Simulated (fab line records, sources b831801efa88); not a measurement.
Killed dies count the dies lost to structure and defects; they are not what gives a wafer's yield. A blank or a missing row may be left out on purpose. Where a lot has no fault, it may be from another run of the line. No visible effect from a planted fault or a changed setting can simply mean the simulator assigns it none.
fab line records    flow sky130
record lots=6  wafers=18  lastDay=50
route steps=708 shown CONTACT@425 METAL1@434 PAD_OPEN@708
lots that met no fault: from a run of the same line without faults
startH: hours from the record's first day to the start of the lot's first wafer shown    waitH: time in hours since the lot's previous step    " identical to the entry in the row above    L1.1+2: one row covering several wafers at once    - no value, or no start was given    * or withheld: withheld    < > ~ a bound
route shown NAME@n: NAME is a module with steps in the file, n the number in the route of the first one    usual: the fault-free wafers' mean and standard deviation    same: alike in all rows    chamber/n: place in a boat    sites: readings site by site    _std_site: the values' standard deviation    _edge_site: the outer-site mean with the inner-site mean subtracted    radiusMm: how far each site lies from the wafer's centre    mask NAME#n: copy n    behind: tool/chamber where the wafer was last shaped    hold: what put the lot on hold/how long, in hours/how the hold closed    device: transistor that didn't switch, given as n, p or np    end of line: tests run on the same wafers once the route is complete    step lacking rows: just its recipe    killed: the dies lost at the first sort to structure and to defects; this is not the yield of the wafer    map: shows each die of a wafer: x if killed, . if not, _ if none is there
set.NAME: setting as actually run; set.NAME@STEP: the setting as run at that earlier step    model.NAME: the simulator's own value behind a step, which no gauge read
lots at selected steps of the route; one table per step, one row per wafer
services: the hour from which a tool's chamber was out of use, counted from the record's first day as startH (under 0 if before that day), plus the number of hours and why
## steps
# step SKY_CONTACT_STRIP_19
# recipe chemistry=O2/N2  powerW=1400  pressureMtorr=1500  platenTempC=withheld  o2FlowSccm=3000  n2FlowSccm=300  overashFraction=0.5
# usual drypumpMotorCurrentA=5.9/0.36  oesProductAu=0.381/0.0043  stripTimeToEndpointS=3.62/0.036
lot.wafer  tool            chamber  startH  waitH  drypumpMotorCurrentA  oesProductAu  rfHoursCounterH  stripTimeToEndpointS
L514.2     plasmaAsher-02  0        740.58  -      6.0                   0.380         31               3.60
L514.4     "               0        "       "      6.0                   0.375         -                3.59
L514.5     "               0        "       "      6.0                   0.383         -                3.64
L516.3     plasmaAsher-03  1        752.49  -      5.8                   0.369         -                3.58
L516.4     "               0        "       "      6.3                   0.384         -                3.58
L516.6     "               1        "       "      5.8                   0.380         -                3.57
L520.4     plasmaAsher-04  1        789.19  -      6.3                   0.385         -                3.65
L520.5     "               0        "       "      5.4                   0.389         -                3.66
L520.6     "               1        "       "      6.3                   0.383         -                3.63
L521.1     plasmaAsher-04  0        791.78  -      5.4                   0.376         5                3.65
L521.2     "               1        "       "      6.3                   0.385         5                3.68
L521.5     "               1        "       "      6.3                   0.384         -                3.65
L532.1     plasmaAsher-03  0        877.58  -      6.3                   0.375         98               3.58
L532.3     "               0        "       "      6.3                   0.379         -                3.59
L532.4     "               1        "       "      5.8                   0.378         -                3.58
L536.1     plasmaAsher-03  1        906.08  -      5.8                   0.379         101              3.67
L536.2     "               0        "       "      6.3                   0.377         101              3.64
L536.3     "               0        "       "      6.3                   0.384         -                3.63
# step SKY_CONTACT_STRIP_20
# recipe chemistry=postEtchResidueRemover  timeS=1200  tempC=72.5
# step SKY_CONTACT_CLEAN_21
# recipe chemistry=IPA  timeS=180  tempC=25
# step SKY_CONTACT_CLEAN_22
# recipe chemistry=O3/DIW  dry=n2Spin
# step SKY_CONTACT_SPUTTER_23
# recipe material=TiN  targetThkNm=20  chamberPressurePa=5  powerW=4000  timeS=80
# step SKY_CONTACT_CVD_24
# recipe material=W  targetThkNm=340  timeS=102.12  tempC=400  pressureTorr=40
# step SKY_CONTACT_RS_MEAS_25
# recipe thkMeasGauge=four-point-probe  reads=W_of_CONTACT_CVD_24+TiN_of_CONTACT_SPUTTER_23
# usual CONTACT_W_RS=0.343/0.0034
lot.wafer  tool          chamber  startH  waitH  CONTACT_W_RS[ohm/sq]
L514.2     filmMetro-02  -        741.84  0.1    0.341
L514.4     "             -        "       "      0.339
L514.5     "             -        "       "      0.346
L516.3     filmMetro-02  -        753.32  0.1    0.342
L516.4     "             -        "       "      0.347
L516.6     "             -        "       "      0.346
L520.4     filmMetro-02  -        790.01  0.1    0.346
L520.5     "             -        "       "      0.337
L520.6     "             -        "       "      0.345
L521.1     filmMetro-04  -        792.55  0.1    0.340
L521.2     "             -        "       "      0.346
L521.5     "             -        "       "      0.341
L532.1     filmMetro-01  -        878.39  0.1    0.341
L532.3     "             -        "       "      0.344
L532.4     "             -        "       "      0.344
L536.1     filmMetro-01  -        906.84  0.1    0.342
L536.2     "             -        "       "      0.342
L536.3     "             -        "       "      0.340
# step SKY_CONTACT_THK_MEAS_26
# recipe thkMeasGauge=xrf  reads=W_of_CONTACT_CVD_24
# usual CONTACT_W_THK=347/5.5
lot.wafer  tool          chamber  startH  waitH  CONTACT_W_THK[nm]
L514.2     filmMetro-02  -        741.95  0.1    351
L514.4     "             -        "       "      355
L514.5     "             -        "       "      351
L516.3     filmMetro-02  -        753.42  0.1    353
L516.4     "             -        "       "      350
L516.6     "             -        "       "      351
L520.4     filmMetro-02  -        790.10  0.1    347
L520.5     "             -        "       "      355
L520.6     "             -        "       "      348
L521.1     filmMetro-04  -        792.67  0.1    345
L521.2     "             -        "       "      338
L521.5     "             -        "       "      344
L532.1     filmMetro-01  -        878.51  0.1    344
L532.3     "             -        "       "      339
L532.4     "             -        "       "      344
L536.1     filmMetro-01  -        906.96  0.1    345
L536.2     "             -        "       "      343
L536.3     "             -        "       "      347
# step SKY_CONTACT_CMP_27
# recipe stopOn=SiO2  tOverpolishS=15  downForcePsi=3.5  platenRpm=60  targetThkNm=0  padVelocityMS=0.94248
# step SKY_METAL1_SPUTTER_00
# recipe material=Ti  targetThkNm=15  powerW=3000  timeS=10  chamberPressurePa=0.4
# usual throttleValvePct=30.0/1.2
# same timeS=10
lot.wafer  tool           chamber  startH  waitH  throttleValvePct
L514.2     pvdSputter-03  -        742.30  0.2    28.9
L514.4     "              -        "       "      28.8
L514.5     "              -        "       "      30.9
L516.3     pvdSputter-01  -        753.76  0.1    28.6
L516.4     "              -        "       "      29.3
L516.6     "              -        "       "      29.6
L520.4     pvdSputter-01  -        790.43  0.1    31.6
L520.5     "              -        "       "      28.7
L520.6     "              -        "       "      28.7
L521.1     pvdSputter-01  -        793.03  0.2    28.6
L521.2     "              -        "       "      28.7
L521.5     "              -        "       "      29.0
L532.1     pvdSputter-01  -        878.87  0.1    31.4
L532.3     "              -        "       "      28.9
L532.4     "              -        "       "      29.0
L536.1     pvdSputter-01  -        907.32  0.1    31.6
L536.2     "              -        "       "      29.4
L536.3     "              -        "       "      29.1
# step SKY_METAL1_SPUTTER_01
# recipe material=TiN  targetThkNm=20  powerW=6500  timeS=16.7  chamberPressurePa=0.4
# usual throttleValvePct=30.0/1.2
# same timeS=16.7
lot.wafer  tool           chamber  startH  waitH  throttleValvePct
L514.2     pvdSputter-03  -        742.32  0.0    29.0
L514.4     "              -        "       "      29.0
L514.5     "              -        "       "      31.0
L516.3     pvdSputter-01  -        753.78  0.0    29.0
L516.4     "              -        "       "      29.2
L516.6     "              -        "       "      29.5
L520.4     pvdSputter-01  -        790.46  0.0    31.2
L520.5     "              -        "       "      28.8
L520.6     "              -        "       "      29.0
L521.1     pvdSputter-01  -        793.05  0.0    28.7
L521.2     "              -        "       "      28.9
L521.5     "              -        "       "      28.8
L532.1     pvdSputter-01  -        878.89  0.0    31.4
L532.3     "              -        "       "      28.6
L532.4     "              -        "       "      29.1
L536.1     pvdSputter-01  -        907.34  0.0    31.5
L536.2     "              -        "       "      29.4
L536.3     "              -        "       "      28.9
# step SKY_METAL1_SPUTTER_02
# recipe material=AlCu  targetThkNm=250  powerW=10600  timeS=13.3  chamberPressurePa=0.4
# usual throttleValvePct=30.0/1.2
# same timeS=13.3
lot.wafer  tool           chamber  startH  waitH  throttleValvePct
L514.2     pvdSputter-03  -        742.34  0.0    29.2
L514.4     "              -        "       "      28.9
L514.5     "              -        "       "      31.0
L516.3     pvdSputter-01  -        753.81  0.0    28.9
L516.4     "              -        "       "      29.4
L516.6     "              -        "       "      29.5
L520.4     pvdSputter-01  -        790.48  0.0    31.7
L520.5     "              -        "       "      28.6
L520.6     "              -        "       "      29.1
L521.1     pvdSputter-01  -        793.08  0.0    28.7
L521.2     "              -        "       "      29.3
L521.5     "              -        "       "      28.9
L532.1     pvdSputter-01  -        878.92  0.0    31.6
L532.3     "              -        "       "      28.6
L532.4     "              -        "       "      28.7
L536.1     pvdSputter-01  -        907.37  0.0    31.4
L536.2     "              -        "       "      29.3
L536.3     "              -        "       "      28.9
# step SKY_METAL1_SPUTTER_03
# recipe material=Ti  targetThkNm=5  powerW=3000  timeS=3.3  chamberPressurePa=0.4
# usual throttleValvePct=30.0/1.2
lot.wafer  tool           chamber  startH  waitH  throttleValvePct  model.Ti_of_METAL1_SPUTTER_03.thkNm
L514.2     pvdSputter-03  -        742.37  0.0    29.0              5.119
L514.4     "              -        "       "      29.0              5.054
L514.5     "              -        "       "      31.0              4.987
L516.3     pvdSputter-01  -        753.83  0.0    29.1              5.12
L516.4     "              -        "       "      29.2              4.971
L516.6     "              -        "       "      29.3              4.988
L520.4     pvdSputter-01  -        790.51  0.0    31.6              5.951
L520.5     "              -        "       "      29.1              5.931
L520.6     "              -        "       "      29.1              5.77
L521.1     pvdSputter-01  -        793.10  0.0    28.7              5.804
L521.2     "              -        "       "      28.7              5.711
L521.5     "              -        "       "      28.8              5.599
L532.1     pvdSputter-01  -        878.94  0.0    31.6              5.255
L532.3     "              -        "       "      28.7              5.215
L532.4     "              -        "       "      28.6              4.969
L536.1     pvdSputter-01  -        907.39  0.0    31.9              5.049
L536.2     "              -        "       "      29.4              4.747
L536.3     "              -        "       "      28.9              4.67
# step SKY_METAL1_SPUTTER_04
# recipe material=TiN  targetThkNm=70  powerW=6500  timeS=58.3  chamberPressurePa=0.4
# usual throttleValvePct=30.0/1.2
# same timeS=58.3
lot.wafer  tool           chamber  startH  waitH  throttleValvePct
L514.2     pvdSputter-03  -        742.39  0.0    28.8
L514.4     "              -        "       "      28.7
L514.5     "              -        "       "      31.0
L516.3     pvdSputter-01  -        753.85  0.0    28.9
L516.4     "              -        "       "      29.3
L516.6     "              -        "       "      29.6
L520.4     pvdSputter-01  -        790.52  0.0    31.5
L520.5     "              -        "       "      28.8
L520.6     "              -        "       "      28.8
L521.1     pvdSputter-01  -        793.12  0.0    28.8
L521.2     "              -        "       "      29.0
L521.5     "              -        "       "      29.1
L532.1     pvdSputter-01  -        878.96  0.0    31.3
L532.3     "              -        "       "      28.8
L532.4     "              -        "       "      28.9
L536.1     pvdSputter-01  -        907.41  0.0    31.4
L536.2     "              -        "       "      29.3
L536.3     "              -        "       "      28.9
# step SKY_PAD_OPEN_PROBE_99
# usual defectLimitedYield=82.6/1.8  killed_at_M0_to_M3=43/6.6  killed_at_M4_up=3.4/1.8  killedAtContacts=24/4.9  killedAtFrontEnd=15/4.1  killedAtOther=0.3/0.55  killedDies=85/8.8  killedOnRim=17/3.7  killedOpen=46/6.1  killedShort=39/5.7  sort_bin_3_pad_short=0.9/0.41  sort_bin_5_function=10.1/1.5  sort_bin_6_memory=6.4/1  sortNPass=407/8.8  sortYieldPct=82.6/1.8
# same grossDies=492  killedAtBackSide=0  sort_bin_4_leakage[%]=0  sort_bin_8_speed[%]=0
lot.wafer  tool       chamber  startH   waitH  defectLimitedYield[%]  killed_at_M0_to_M3  killed_at_M4_up  killedAtContacts  killedAtFrontEnd  killedAtOther  killedDies  killedOnRim  killedOpen  killedShort  sort_bin_3_pad_short[%]  sort_bin_5_function[%]  sort_bin_6_memory[%]  sortNPass  sortYieldPct[%]
L514.2     prober-02  -        1081.48  0.1    80.7                   42                  1                26                26                0              95          23           56          39           1.2                      12.0                    6.1                   397        80.7
L514.4     prober-02  -        1081.58  0.2    79.1                   46                  2                25                29                1              103         18           60          43           1.0                      13.6                    6.3                   389        79.1
L514.5     prober-02  -        1081.63  0.2    78.7                   50                  3                37                15                0              105         20           60          45           1.0                      12.8                    7.5                   387        78.7
L516.3     prober-02  -        1093.81  0.2    83.1                   39                  4                21                19                0              83          15           41          42           0.4                      8.5                     7.9                   409        83.1
L516.4     prober-02  -        1093.86  0.2    82.5                   36                  3                32                14                1              86          20           50          36           1.2                      8.9                     7.3                   406        82.5
L516.6     prober-02  -        1093.96  0.2    85.6                   35                  4                22                10                0              71          15           32          39           0.4                      8.3                     5.7                   421        85.6
L520.4     prober-02  -        1120.13  0.2    82.9                   40                  3                24                17                0              84          20           44          37           0.8                      8.9                     7.3                   408        82.9
L520.5     prober-02  -        1120.18  0.2    81.9                   36                  7                30                16                0              89          18           47          41           0.2                      10.8                    7.1                   403        81.9
L520.6     prober-02  -        1120.23  0.2    82.1                   46                  6                18                18                0              88          25           46          42           1.2                      9.3                     7.3                   404        82.1
L536.1     prober-02  -        1198.16  0.1    83.9                   41                  8                21                9                 0              79          15           43          35           0.6                      11.0                    4.5                   413        83.9
L536.2     prober-02  -        1198.21  0.1    80.5                   47                  5                30                14                0              96          21           48          48           0.8                      12.0                    6.7                   396        80.5
L536.3     prober-02  -        1198.26  0.2    80.5                   58                  2                18                18                0              96          20           55          40           0.8                      10.8                    7.9                   396        80.5
# killed by level:class
L514.2 VIA1:geometricParticle:open=14 LI_CONTACT:geometricParticle:open=10 CONTACT:geometricParticle:open=9 VIA3:geometricParticle:open=9 FIELD_ISO:geometricParticle:short=6 FIELD_ISO:geometricParticle:open=6 POLY_GATE:geometricParticle:short=6 POLY_GATE:geometricParticle:open=4
L514.4 VIA1:geometricParticle:open=12 CONTACT:geometricParticle:open=11 FIELD_ISO:geometricParticle:open=8 VIA3:geometricParticle:open=8 CONTACT:geometricParticle:short=7 POLY_GATE:geometricParticle:short=7 METAL1:geometricParticle:short=6 METAL2:geometricParticle:short=6
L514.5 CONTACT:geometricParticle:open=17 VIA1:geometricParticle:open=16 VIA2:geometricParticle:open=8 CONTACT:geometricParticle:short=7 VIA3:geometricParticle:short=5 LI_CONTACT:geometricParticle:short=5 LI_CONTACT:geometricParticle:open=5 VIA1:geometricParticle:short=5
L516.3 CONTACT:geometricParticle:open=8 VIA1:geometricParticle:open=7 POLY_GATE:geometricParticle:open=6 VIA2:geometricParticle:open=6 CONTACT:geometricParticle:short=5 METAL1:geometricParticle:short=5 VIA1:geometricParticle:short=5 VIA3:geometricParticle:open=5
L516.4 CONTACT:geometricParticle:open=17 VIA1:geometricParticle:open=7 VIA3:geometricParticle:open=7 CONTACT:geometricParticle:short=6 VIA1:geometricParticle:short=5 POLY_GATE:geometricParticle:open=4 LOCAL_INTERCONNECT:geometricParticle:short=4 METAL1:geometricParticle:short=4
L516.6 CONTACT:geometricParticle:open=8 METAL1:geometricParticle:short=7 VIA1:geometricParticle:open=7 CONTACT:geometricParticle:short=6 VIA2:geometricParticle:short=6 METAL2:geometricParticle:short=4 POLY_GATE:geometricParticle:open=3 LI_CONTACT:geometricParticle:open=3
L520.4 VIA1:geometricParticle:open=9 LI_CONTACT:geometricParticle:open=8 POLY_GATE:geometricParticle:open=7 FIELD_ISO:geometricParticle:short=5 VIA3:geometricParticle:short=5 CONTACT:geometricParticle:short=5 CONTACT:geometricParticle:open=5 VIA1:geometricParticle:short=4
L520.5 CONTACT:geometricParticle:open=17 VIA3:geometricParticle:open=7 METAL1:geometricParticle:short=6 LI_CONTACT:geometricParticle:open=6 FIELD_ISO:geometricParticle:short=5 POLY_GATE:geometricParticle:short=5 VIA1:geometricParticle:short=5 VIA2:geometricParticle:open=5
L520.6 VIA1:geometricParticle:open=17 CONTACT:geometricParticle:open=8 SPACER:geometricParticle:open=5 CONTACT:geometricParticle:short=5 METAL2:geometricParticle:short=5 FIELD_ISO:geometricParticle:short=4 POLY_GATE:geometricParticle:short=4 METAL1:geometricParticle:short=4
L536.1 VIA1:geometricParticle:open=9 VIA3:geometricParticle:open=9 CONTACT:geometricParticle:open=8 METAL4:geometricParticle:short=7 LOCAL_INTERCONNECT:geometricParticle:short=6 METAL2:geometricParticle:short=6 VIA2:geometricParticle:open=5 SPACER:geometricParticle:open=4
L536.2 CONTACT:geometricParticle:short=12 VIA1:geometricParticle:open=11 CONTACT:geometricParticle:open=8 METAL2:geometricParticle:short=7 VIA3:geometricParticle:open=7 LI_CONTACT:geometricParticle:open=6 VIA2:geometricParticle:open=6 VIA1:geometricParticle:short=5
L536.3 VIA1:geometricParticle:open=14 FIELD_ISO:geometricParticle:short=9 VIA2:geometricParticle:open=9 VIA3:geometricParticle:open=8 CONTACT:geometricParticle:open=6 METAL3:geometricParticle:short=6 LI_CONTACT:geometricParticle:open=5 FIELD_ISO:geometricParticle:open=4
## services
tool            chamber  startH  hours  kind
plasmaAsher-02  -        717.03  2.8    pm
plasmaAsher-02  -        721.55  6.8    repair
plasmaAsher-04  -        733.75  9.0    pm
plasmaAsher-04  0        733.75  9.0    ventCycle
plasmaAsher-04  1        733.75  9.0    ventCycle
pvdSputter-03   2        736.07  -      consumableReplace:kit
pvdSputter-03   2        736.07  18.0   scheduledDown
pvdSputter-03   2        736.07  18.0   ventCycle
plasmaAsher-04  0        742.75  -      clean
plasmaAsher-04  1        742.75  -      clean
plasmaAsher-03  -        752.80  4.3    pm
pvdSputter-01   1        758.61  -      consumableReplace:kit
pvdSputter-01   1        758.61  18.0   scheduledDown
pvdSputter-01   1        758.61  18.0   ventCycle
pvdSputter-01   -        763.41  4.1    repair
pvdSputter-01   -        781.78  5.5    repair
plasmaAsher-03  -        782.06  28.1   pm
pvdSputter-03   -        782.58  0.6    repair
pvdSputter-03   -        825.43  1.4    repair
plasmaAsher-02  -        856.68  14.6   pm
pvdSputter-03   -        861.83  2.8    repair
pvdSputter-03   1        884.70  -      consumableReplace:kit
pvdSputter-03   1        884.70  18.0   scheduledDown
pvdSputter-03   1        884.70  18.0   ventCycle
## key
firstSign none at tools or gauges
modelEffect step=SKY_METAL1_SPUTTER_03  value=Ti_of_METAL1_SPUTTER_03.thkNm  without=5.066  struck=5.794
metAt SKY_METAL1_SPUTTER_03
struckWafers L520.4,L520.5,L520.6,L521.1,L521.2,L521.5
onsetBetween 753.83 790.51
alsoFits SKY_CONTACT_STRIP_19:plasmaAsher-04
fault kind=processParameterDrift  tool=pvdSputter-01  chamber=-  onsetH=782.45  steps=SKY_METAL1_SPUTTER_03  channel=timeS  offset=*  shape=step  endH=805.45  actsIn=*  stated=*
